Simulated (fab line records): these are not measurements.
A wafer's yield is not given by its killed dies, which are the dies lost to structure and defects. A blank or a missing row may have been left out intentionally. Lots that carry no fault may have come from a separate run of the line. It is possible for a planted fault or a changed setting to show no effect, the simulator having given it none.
Matching of chambers + flow gf180mcu + pecvd-04 running GF_PASSIVATION_CVD_00: 3 sister chambers
The step deposits SiO2 from TEOS, target thk 1000 nm, time 111.95 s. 18 wafers are shown with their chamber, then 9 later ones without.

WAFERS PAIRED WITH THEIR CHAMBERS
| wafer  | chamber | heater_power_w (W) |
|--------|---------|--------------------|
| L076.1 | 1       | 539                |
| L076.3 | 2       | 710                |
| L076.6 | 2       | 748                |
| L077.4 | 0       | 652                |
| L077.5 | 1       | 603                |
| L077.6 | 2       | 581                |
| L081.1 | 0       | 668                |
| L081.3 | 1       | 567                |
| L081.5 | 1       | 616                |
| L084.1 | 2       | 612                |
| L084.5 | 2       | 702                |
| L084.6 | 0       | 571                |
| L086.1 | 0       | 713                |
| L086.2 | 2       | 707                |
| L086.5 | 1       | 515                |
| L088.1 | 2       | 707                |
| L088.5 | 0       | 685                |
| L088.6 | 1       | 511                |

SIGNATURES (means of the wafers above)
| reading        | chamber 0 | chamber 1 | chamber 2 | scatter within a chamber |
|----------------|-----------|-----------|-----------|--------------------------|
| heater_power_w | 657.80    | 558.50    | 681.00    | 53.7                     |
Rule: for each reading, subtract the chamber's mean from the wafer's reading, divide by that reading's scatter and square the result; add these up over the readings and take the root, which gives the wafer's distance from the chamber. If the next closest chamber is less than 2 further off than the closest, the wafer can't be placed; otherwise it belongs to the closest. The scatter is the square root of a quotient: the sum, over the shown wafers, of each reading's squared deviation from its chamber's mean, divided by wafers minus chambers.

WAFERS MISSING THEIR CHAMBER
| wafer  | heater_power_w (W) |
|--------|--------------------|
| L091.4 | 646                |
| L091.5 | 742                |
| L091.6 | 561                |
| L093.1 | 739                |
| L093.4 | 737                |
| L093.6 | 635                |
| L097.1 | 589                |
| L097.2 | 643                |
| L097.5 | 619                |

EACH ONE'S CHAMBER
| wafer  | from the rows above          | in truth |
|--------|------------------------------|----------|
| L091.4 | can't be placed: 0 or 2 or 1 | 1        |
| L091.5 | can't be placed: 2 or 0      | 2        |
| L091.6 | can't be placed: 1 or 0      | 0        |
| L093.1 | can't be placed: 2 or 0      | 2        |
| L093.4 | can't be placed: 2 or 0      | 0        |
| L093.6 | can't be placed: 0 or 2 or 1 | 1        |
| L097.1 | can't be placed: 1 or 0 or 2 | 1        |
| L097.2 | can't be placed: 0 or 2 or 1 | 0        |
| L097.5 | can't be placed: 0 or 1 or 2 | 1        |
0 of 9 placed correctly. Not placeable from these rows: 9 (in 9, the candidates include the true chamber). Placed wrongly: 0.
